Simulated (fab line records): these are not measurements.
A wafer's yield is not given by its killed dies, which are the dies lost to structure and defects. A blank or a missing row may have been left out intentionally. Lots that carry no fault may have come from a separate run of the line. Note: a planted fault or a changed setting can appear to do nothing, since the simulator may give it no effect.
Matching of chambers ; flow gf180mcu ; 4 sister chambers for GF_V4_CMP_26 on cmp-02
The step polishes, stops on SiO2, t overpolish 15 s, target thk 0 nm. 8 wafers are shown with their chamber, then 7 later ones without.

## WAFERS WITH THEIR CHAMBER
wafer;chamber;motor_current_A (A);time_to_endpoint_s (s)
L697.2;2;10.4;86.5
L697.4;1;11.9;89.5
L698.6;1;11.3;84.2
L703.3;0;12.0;83.8
L703.5;3;10.8;84.0
L703.6;2;10.5;85.3
L714.2;3;9.9;84.6
L714.3;0;11.2;83.3

## WAFERS WITHOUT THEIR CHAMBER
wafer;motor_current_A (A);time_to_endpoint_s (s)
L714.5;12.2;89.7
L716.3;11.4;84.9
L716.4;12.2;87.2
L716.6;11.8;86.6
L717.4;12.4;85.9
L717.5;11.8;86.6
L717.6;10.8;89.1

## WHICH CHAMBER EACH WENT THROUGH
wafer;from the rows above;in truth
L714.5;can't be placed: 1 or 0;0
L716.3;can't be placed: 0 or 1 or 2 or 3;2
L716.4;can't be placed: 1 or 0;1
L716.6;can't be placed: 1 or 0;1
L717.4;can't be placed: 1 or 0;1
L717.5;can't be placed: 1 or 0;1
L717.6;can't be placed: 2 or 1 or 3 or 0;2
Correctly placed: 0 of 7. From these rows, 7 cannot be placed; in 7 the true chamber is one of the candidates. Wrongly placed: 0.
How it was worked out, from the rows above alone: a wafer's distance from a chamber is the root of the sum, over the readings, of the square of ((its reading less the chamber's mean) divided by the reading's scatter). If the next closest chamber is less than 2 further off than the closest, the wafer can't be placed; otherwise it belongs to the closest. Each chamber's mean is taken over the wafers shown for it. The scatter is the square root of a quotient: the sum, over the shown wafers, of each reading's squared deviation from its chamber's mean, divided by wafers minus chambers.
